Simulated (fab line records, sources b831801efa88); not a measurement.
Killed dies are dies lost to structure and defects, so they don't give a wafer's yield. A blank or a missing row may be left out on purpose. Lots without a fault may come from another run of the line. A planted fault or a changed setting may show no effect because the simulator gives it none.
Which tool did it? | flow sfq_line | 13 lots, 39 wafers sampled, at 2 steps of a route of 325

WHAT THE GAUGES READ, wafer by wafer
SFQ_JJ_RS_MEAS_929: measures by four-point-probe.
lot  | measured     | on            | JJ_NB_RS (ohm/sq)
L903 | day 56 23:34 | film_metro-02 | 1.055 1.058 1.047
L904 | day 57 05:42 | film_metro-03 | 1.036 1.025 1.036
L905 | day 57 11:02 | film_metro-03 | 1.028 1.030 1.031
L906 | day 57 15:50 | film_metro-01 | 1.040 1.040 1.043
L907 | day 58 11:29 | film_metro-01 | 1.042 1.048 1.039
L912 | day 64 10:25 | film_metro-03 | 1.033 1.018 1.044
L915 | day 65 14:58 | film_metro-03 | 1.437 1.035 1.477
L918 | day 66 06:34 | film_metro-02 | 1.031 1.044 1.053
L921 | day 67 01:10 | film_metro-03 | 1.052 1.061 1.064
L922 | day 67 09:01 | film_metro-02 | 1.029 1.024 1.021
L923 | day 67 12:40 | film_metro-01 | 1.060 1.053 1.043
L924 | day 67 17:34 | film_metro-01 | 1.033 1.040 1.031
L926 | day 68 05:32 | film_metro-01 | 1.048 1.024 1.046

WHICH TOOL RAN EACH LOT (tool, then ch and the chambers of the sampled wafers, then the start)
lot  | SFQ_TRILAYER_JJ_TRILAYER_DEP_SPUTTER_112
L903 | pvd_sputter-03, day 56 23:26
L904 | pvd_sputter-03, day 57 05:37
L905 | pvd_sputter-05, day 57 10:58
L906 | pvd_sputter-03, day 57 15:45
L907 | pvd_sputter-05, day 58 11:25
L912 | pvd_sputter-05, day 64 10:17
L915 | pvd_sputter-03, day 65 14:53
L918 | pvd_sputter-05, day 66 06:29
L921 | pvd_sputter-06, day 67 01:03
L922 | pvd_sputter-05, day 67 08:56
L923 | pvd_sputter-06, day 67 12:32
L924 | pvd_sputter-05, day 67 17:26
L926 | pvd_sputter-05, day 68 05:27
- SFQ_TRILAYER_JJ_TRILAYER_DEP_SPUTTER_112: material Nb, target thk 170 nm, time 113.3 s.

WHAT THE TOOLS THEMSELVES READ (means of the sampled wafers that have a number; where no wafer has one, the mark that the record gives instead)
SFQ_TRILAYER_JJ_TRILAYER_DEP_SPUTTER_112.
lot  | tool           | base_pressure_pa (Pa) | throttle_valve_pct (%)
L903 | pvd_sputter-03 | 1.29e-06              | 28.9
L904 | pvd_sputter-03 | 1.41e-06              | 30.3
L905 | pvd_sputter-05 | 1.29e-06              | 30.2
L906 | pvd_sputter-03 | 1.33e-06              | 30.0
L907 | pvd_sputter-05 | 1.28e-06              | 30.2
L912 | pvd_sputter-05 | 1.34e-06              | 31.4
L915 | pvd_sputter-03 | 1.29e-06              | 30.0
L918 | pvd_sputter-05 | 1.26e-06              | 30.1
L921 | pvd_sputter-06 | 1.28e-06              | 30.9
L922 | pvd_sputter-05 | 1.37e-06              | 30.3
L923 | pvd_sputter-06 | 1.36e-06              | 30.3
L924 | pvd_sputter-05 | 1.40e-06              | 29.1
L926 | pvd_sputter-05 | 1.36e-06              | 31.4

THE ANSWER, worked out from the rows above alone
Rule: what is usual is taken from the lots themselves. Put in order of their means at a reading, lots are off if they are a third of the lots or fewer, leave a main group of 4 or more, and stand apart from it by a gap of 3 or more times the standard deviation of the main group's means; of several such gaps the widest counts. A main group whose means are all the same, to the digits that the tables above print for the reading, isn't used. A lot without any number at a reading at which 4 lots or more have one is off too. The other lots that the step has rows for count as sound. The gauges are gone through in route order, then the tools' own readings, and for those a lot's mean is taken as printed above. The first step at which some lot is off is used, and at that step the reading that is off furthest; a lot without a number counts as furthest.
Off: L915, at SFQ_JJ_RS_MEAS_929 (JJ_NB_RS). The main group: mean 1.040 ohm/sq, standard deviation 0.01.
A tool fits if, at a process step before that reading, it ran every lot that is off, and no sound lot after the first of them. The gauges at SFQ_JJ_RS_MEAS_929 are tried like those tools. One fits: pvd_sputter-03 at SFQ_TRILAYER_JJ_TRILAYER_DEP_SPUTTER_112. Its last sound lot is L906 (day 57 15:45), its first lot that is off L915 (day 65 14:53): a fault that began between those two fits.

WHAT THE SIMULATOR HAD PUT IN
Process parameter drift: pvd_sputter-03, from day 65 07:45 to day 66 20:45, at SFQ_TRILAYER_JJ_TRILAYER_DEP_SPUTTER_112. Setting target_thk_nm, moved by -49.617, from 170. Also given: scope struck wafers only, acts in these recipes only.
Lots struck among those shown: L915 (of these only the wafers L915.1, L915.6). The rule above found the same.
